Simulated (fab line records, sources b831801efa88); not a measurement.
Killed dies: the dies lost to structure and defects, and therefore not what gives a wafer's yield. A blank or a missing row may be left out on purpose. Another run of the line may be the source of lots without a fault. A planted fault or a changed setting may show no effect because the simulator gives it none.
fab line records -- flow sky130
[record] lots = 6, wafers = 18, lastDay = 51
route steps=708 shown LDD_N@247 LDD_P@255
lots with no fault: from the same line, run without faults
startH: hours from the record's opening day to when the first of the lot's shown wafers began -- waitH: hours elapsed since this lot's preceding step -- " unchanged from the row above -- L1.1+2: several wafers, shown together as one row -- - no value present, or no start provided -- * or withheld: withheld -- < > ~ a bound
route shown NAME@n: NAME is a module with steps in the file, n the number in the route of the first one -- usual: mean/standard deviation taken from wafers without a fault -- same: alike in all rows -- chamber/n: place in a boat -- sites: each site's reading -- _std_site: the values' standard deviation -- _edge_site: mean of outer sites minus mean of inner sites -- radiusMm: for every site, how far away it sits from the centre of the wafer -- mask NAME#n: copy n -- behind: the most recent tool/chamber to have shaped the wafer -- hold: what put the lot on hold/how long, in hours/how the hold closed -- device: whichever transistor did not switch (one of n, p or np) -- end of line: tests run on the same wafers once the route is complete -- where a step has no rows: the recipe by itself -- killed: not the wafer's yield, but the dies lost to structure and defects at the first sort -- map: the dies of a wafer, with x for killed, . for not killed, _ for no die there
set.NAME: the run value of the setting; set.NAME@STEP: its run value at that earlier step -- model.NAME: the simulator's own value behind a step, which no gauge read
certain route steps with their lots: each step a table, each wafer a row
services: from which hour (startH, from the record's first day; less than 0 if before it) a tool's chamber was out of use, for how many hours, and why
[[steps]]
[step SKY_LDD_N_IMPLANT_10]
[recipe] species = As, energyKev = 20, doseCm2 = 7.5e+13, tiltDeg = withheld, rotationDeg = 203
[step SKY_LDD_N_IMPLANT_11]
[recipe] species = As, energyKev = 20, doseCm2 = 7.5e+13, tiltDeg = withheld, rotationDeg = 293
[step SKY_LDD_N_IMPLANT_12]
[recipe] species = BF2, energyKev = 50, doseCm2 = 5e+12, tiltDeg = 30, rotationDeg = 0
[step SKY_LDD_N_IMPLANT_13]
[recipe] species = BF2, energyKev = 50, doseCm2 = 5e+12, tiltDeg = 30, rotationDeg = 90
[step SKY_LDD_N_IMPLANT_14]
[recipe] species = BF2, energyKev = 50, doseCm2 = 5e+12, tiltDeg = 30, rotationDeg = 180
[step SKY_LDD_N_IMPLANT_15]
[recipe] species = BF2, energyKev = 50, doseCm2 = 5e+12, tiltDeg = 30, rotationDeg = 270
[step SKY_LDD_N_STRIP_16]
[recipe] chemistry = O2/N2, powerW = 1400, pressureMtorr = 1500, platenTempC = withheld, o2FlowSccm = 3000, n2FlowSccm = 300, overashFraction = 0.5
[usual] drypumpMotorCurrentA = 5.8/0.57, oesProductAu = 0.406/0.0047, stripTimeToEndpointS = 4.308/0.014
lot.wafer,tool,chamber,startH,waitH,drypumpMotorCurrentA,oesProductAu,rfHoursCounterH,stripTimeToEndpointS
L346.4,plasmaAsher-02,1,395.33,0.1,4.9,0.404,-,4.298
L346.5,plasmaAsher-02,0,395.33,0.1,5.7,0.408,-,4.323
L346.6,plasmaAsher-02,1,395.33,0.1,4.9,0.405,-,4.330
L349.2,plasmaAsher-04,0,435.85,0.1,6.5,0.406,1,4.326
L349.3,plasmaAsher-04,1,435.85,0.1,5.9,0.410,-,4.345
L349.6,plasmaAsher-04,0,435.85,0.1,6.5,0.403,-,4.313
L355.3,plasmaAsher-03,1,486.88,0.1,5.5,0.402,-,4.300
L355.4,plasmaAsher-03,0,486.88,0.1,6.5,0.414,-,4.296
L355.6,plasmaAsher-03,0,486.88,0.1,6.5,0.408,-,4.294
L357.4,plasmaAsher-03,0,492.94,0.1,6.5,0.409,-,4.294
L357.5,plasmaAsher-03,0,492.94,0.1,6.5,0.401,-,4.309
L357.6,plasmaAsher-03,1,492.94,0.1,5.5,0.411,-,4.291
L366.4,plasmaAsher-02,0,587.73,0.1,5.7,0.399,-,4.320
L366.5,plasmaAsher-02,0,587.73,0.1,5.7,0.407,-,4.306
L366.6,plasmaAsher-02,1,587.73,0.1,4.9,0.409,-,4.322
L368.2,plasmaAsher-03,1,629.61,0.1,5.5,0.410,82,4.308
L368.5,plasmaAsher-03,1,629.61,0.1,5.5,0.410,-,4.304
L368.6,plasmaAsher-03,0,629.61,0.1,6.5,0.417,-,4.309
[step SKY_LDD_N_TW_MEAS_17]
[usual] LDD_N_TW = 2617/21
lot.wafer,tool,chamber,startH,waitH,LDD_N_TW
L346.4,filmMetro-02,-,395.43,0.1,2627
L346.5,filmMetro-02,-,395.43,0.1,2632
L346.6,filmMetro-02,-,395.43,0.1,2622
L349.2,filmMetro-03,-,435.96,0.1,2588
L349.3,filmMetro-03,-,435.96,0.1,2588
L349.6,filmMetro-03,-,435.96,0.1,2584
L355.3,filmMetro-02,-,486.97,0.1,2608
L355.4,filmMetro-02,-,486.97,0.1,2616
L355.6,filmMetro-02,-,486.97,0.1,2628
L357.4,filmMetro-02,-,493.04,0.1,2615
L357.5,filmMetro-02,-,493.04,0.1,2621
L357.6,filmMetro-02,-,493.04,0.1,2632
L366.4,filmMetro-01,-,587.82,0.1,2595
L366.5,filmMetro-01,-,587.82,0.1,2594
L366.6,filmMetro-01,-,587.82,0.1,2602
L368.2,filmMetro-03,-,629.72,0.1,2599
L368.5,filmMetro-03,-,629.72,0.1,2605
L368.6,filmMetro-03,-,629.72,0.1,2588
[step SKY_LDD_P_DEHYDRATE_00]
[recipe] tempC = 200, timeS = 60
[step SKY_LDD_P_HMDS_01]
[recipe] primeTimeS = 60, primeTempC = 120
[step SKY_LDD_P_COAT_02]
[recipe] resist = NOVOLAK, spinRpm = 3000, resistThkNm = 1140
[step SKY_LDD_P_SOFTBAKE_03]
[recipe] tempC = 90, timeS = 60, resist = NOVOLAK
[step SKY_LDD_P_EXPOSE_04]
[recipe] maskId = PSDM, na = 0.6, sourceShape = conventional, sigmaOuter = 0.6, polarization = unpolarized, targetCdNm = 380, doseMj = 138
lot.wafer,tool,chamber,startH,waitH,mask,model.LDD_P.overlayXNm
L346.4+5+6,ilineStepper-02,0,410.17,-,PSDM#0,0.31
L349.2+3+6,ilineStepper-01,0,451.85,-,PSDM#0,-1.084
L355.3+4+6,ilineStepper-01,0,502.32,-,PSDM#0,8.35
L357.4+5+6,ilineStepper-01,0,507.96,-,PSDM#0,8.946
L366.4+5+6,ilineStepper-02,0,602.49,-,PSDM#0,-0.2265
L368.2+5+6,ilineStepper-02,0,643.33,-,PSDM#0,0.2937
[step SKY_LDD_P_PEB_05]
[recipe] tempC = withheld, timeS = *, resist = NOVOLAK
[step SKY_LDD_P_DEVELOP_06]
[recipe] resist = NOVOLAK, developer = TMAH, developTimeS = 59.08, devTempC = 23
[step SKY_LDD_P_CD_MEAS_07]
[recipe] targetCdNm = 380
[usual] cdNm = 380.9/2.6
lot.wafer,tool,chamber,startH,waitH,cdNm
L346.4,cdSem-01,-,425.42,0.1,380.0
L346.5,cdSem-01,-,425.42,0.1,382.0
L346.6,cdSem-01,-,425.42,0.1,380.0
L349.2,cdSem-02,-,466.78,0.1,378.8
L349.3,cdSem-02,-,466.78,0.1,379.0
L349.6,cdSem-02,-,466.78,0.1,376.7
L355.3,cdSem-02,-,518.40,0.1,383.9
L355.4,cdSem-02,-,518.40,0.1,382.5
L355.6,cdSem-02,-,518.40,0.1,383.0
L357.4,cdSem-02,-,523.62,0.1,382.4
L357.5,cdSem-02,-,523.62,0.1,383.5
L357.6,cdSem-02,-,523.62,0.1,385.6
L366.4,cdSem-01,-,617.27,0.1,384.1
L366.5,cdSem-01,-,617.27,0.1,381.3
L366.6,cdSem-01,-,617.27,0.1,383.4
L368.2,cdSem-02,-,656.88,0.1,378.4
L368.5,cdSem-02,-,656.88,0.1,378.8
L368.6,cdSem-02,-,656.88,0.1,377.6
[step SKY_LDD_P_OVL_MEAS_08]
[usual] LDD_P_OVL = 0.7/1.2
lot.wafer,tool,chamber,startH,waitH,LDD_P_OVL[nm]
L346.4,overlay-01,-,425.49,0.1,0.3
L346.5,overlay-01,-,425.49,0.1,0.8
L346.6,overlay-01,-,425.49,0.1,-0.1
L349.2,overlay-02,-,466.89,0.1,-0.2
L349.3,overlay-02,-,466.89,0.1,1.6
L349.6,overlay-02,-,466.89,0.1,-0.2
L355.3,overlay-02,-,518.49,0.1,9.2
L355.4,overlay-02,-,518.49,0.1,8.0
L355.6,overlay-02,-,518.49,0.1,8.6
L357.4,overlay-01,-,523.70,0.1,10.3
L357.5,overlay-01,-,523.70,0.1,9.2
L357.6,overlay-01,-,523.70,0.1,8.3
L366.4,overlay-01,-,617.35,0.1,1.4
L366.5,overlay-01,-,617.35,0.1,1.6
L366.6,overlay-01,-,617.35,0.1,1.6
L368.2,overlay-01,-,656.98,0.1,1.1
L368.5,overlay-01,-,656.98,0.1,0.3
L368.6,overlay-01,-,656.98,0.1,0.1
[step SKY_LDD_P_IMPLANT_09]
[recipe] species = BF2, energyKev = 25, doseCm2 = 1e+13, tiltDeg = withheld
[[services]]
tool,chamber,startH,hours,kind
ilineStepper-02,-,380.51,1.7,repair
plasmaAsher-04,-,405.42,1.8,repair
plasmaAsher-04,-,421.25,9.0,pm
plasmaAsher-04,0,421.25,9.0,ventCycle
plasmaAsher-04,1,421.25,9.0,ventCycle
ilineStepper-01,-,427.24,1.7,pm
plasmaAsher-04,0,430.25,-,clean
plasmaAsher-04,1,430.25,-,clean
plasmaAsher-03,-,443.10,3.8,repair
plasmaAsher-02,-,479.13,0.7,repair
plasmaAsher-03,-,494.85,0.6,repair
ilineStepper-02,-,507.84,1.7,pm
ilineStepper-01,-,518.59,2.1,pm
ilineStepper-01,-,520.67,-,consumableReplace:lamp
ilineStepper-02,0,533.30,-,calibration
ilineStepper-01,0,571.44,-,calibration
ilineStepper-02,-,594.58,4.4,pm
plasmaAsher-04,-,595.26,1.8,repair
ilineStepper-01,-,600.35,4.4,pm
ilineStepper-02,-,607.95,4.7,repair
plasmaAsher-04,-,614.38,3.8,repair
ilineStepper-01,-,620.77,1.1,repair
[[key]]
[firstSign] step = SKY_LDD_P_OVL_MEAS_08, reading = LDD_P_OVL, direction = up, sigmas = 6.9, usual = 0.7, struck = 8.9
effect none on later readings
[modelEffect] step = SKY_LDD_P_EXPOSE_04, value = LDD_P.overlayXNm, without = -0.3226, struck = 8.648
metAt SKY_LDD_P_EXPOSE_04
struckWafers L355.3,L355.4,L355.6,L357.4,L357.5,L357.6
testerLeftOut L355,L357
onsetBetween 451.85 502.32
[fault] kind = scannerMatchingOverlay, tool = ilineStepper-01, chamber = -, onsetH = 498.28, steps = SKY_LDD_P_EXPOSE_04, offset = 8.971
// testerLeftOut: of these lots the tester's yield and bins aren't shown, on N5 and GAA mostly nor the transistor test; their killed dies are dies lost to structure and defects alone, not to doping, threshold or leakage, so they don't give the yield
